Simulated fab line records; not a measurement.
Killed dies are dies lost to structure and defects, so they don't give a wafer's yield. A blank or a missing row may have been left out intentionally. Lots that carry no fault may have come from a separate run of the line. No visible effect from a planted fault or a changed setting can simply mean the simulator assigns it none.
8D (eight disciplines) problem report, filled in by code -- flow gf180mcu -- the parts of the form that need people (team, actions taken, sign-off) are left out

1. THE PROBLEM
CONTACT_CVD_02_THK at GF_CONTACT_THK_MEAS_03 reads a mean of 648 nm on 1 wafer of 1 lot; wafers without a fault read 857 nm with a standard deviation of 12. Relative to the usual mean, that is a shift of -17 standard deviations.
First seen on wafer L852.1, day 21 07:07, on film_metro-04. Wafers with a number at this step in the record: 39, from 13 lots. The rule behind "out" and "out of limits": a value lying over 4 standard deviations away from the usual mean. The other wafers with a number count as sound.

2. WHAT IT IS; WHAT IT IS NOT
question,is,is not
which readings at this step,CONTACT_CVD_02_THK,-
which lots,L852,"L835, L836, L837, L838, L839, L840, L842, L845, L846, L847, L848, L856"
which wafers of those lots,L852.1,"L852.2, L852.3"
read on which gauges,film_metro-04,"film_metro-01, film_metro-02"
when,from day 21 07:07,up to then (35 sound wafers); but 3 sound wafers of L856 came after

3. WHAT RULES OUT EACH SUSPECT
Counting: any tool at a process step up to the reading remains a suspect provided it ran every lot that is out. Sound lots after the first of them don't rule it out here, since some wafers of a struck lot are sound.
- the gauge at GF_CONTACT_THK_MEAS_03 is ruled out. All the wafers that are out were read on film_metro-04, but those of them that GF_CONTACT_CMP_04 has rows for are out there too, on other tools.
- pecvd-04 at GF_CONTACT_CVD_02 (deposits SiO2 from TEOS, target thk 860 nm, time 95.992 s): kept. It ran the lot that is out, L852 (day 21 07:02); its last sound lot up to then is L848 (day 19 22:01).
- In pecvd-04 at GF_CONTACT_CVD_02, the wafers that are out were processed in chamber 0 and their sound lot-mates in chambers 1, 2.
After counting, what remains is pecvd-04 at GF_CONTACT_CVD_02.

4. THE CAUSE (what the simulator had put in)
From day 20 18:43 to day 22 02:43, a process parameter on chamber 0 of pecvd-04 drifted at GF_CONTACT_CVD_02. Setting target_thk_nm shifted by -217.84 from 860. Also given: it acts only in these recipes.
After counting, this tool was the only one left.

5. SEQUENCE OF EFFECTS, ordered by route
Each row: a reading whose mean over the struck wafers that have a number lies more than 3 standard deviations from the usual. Only readings for which the record gives a usual standard deviation are gone through. hours: the time from each lot's start at the first step in this table that gives one to its start at this step, as a median over the lots. sigmas: the change in usual standard deviations.
hours,step,reading,usual,on struck wafers,change,sigmas
0,GF_CONTACT_THK_MEAS_03,CONTACT_CVD_02_THK,857 nm,648,-209,-17
0,GF_CONTACT_CMP_04,time_to_endpoint_s,112 s,33,-79,-10
Its process steps:
- GF_CONTACT_CMP_04: polishes SiO2.
Later steps that measure or inspect, where all struck wafers having a row at the step show a number for every such reading and not one has moved that far: GF_V1_OVL_MEAS_15.

6. WHAT WOULD HAVE CAUGHT IT SOONER
12 hours passed between the start of the fault at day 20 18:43 and the first reading out of limits at a measuring or inspecting step in this record, taken at day 21 07:07.
No tool reading at GF_CONTACT_CVD_02 that has a usual standard deviation in the record was out on any struck wafer, so an alarm limit of 4 standard deviations on those readings would not have fired.
Each of the lots that are out, 1 in all, had begun GF_CONTACT_CVD_02 on pecvd-04 no later than day 21 07:07. Had the tool been put on hold then, not one of them would have been saved.
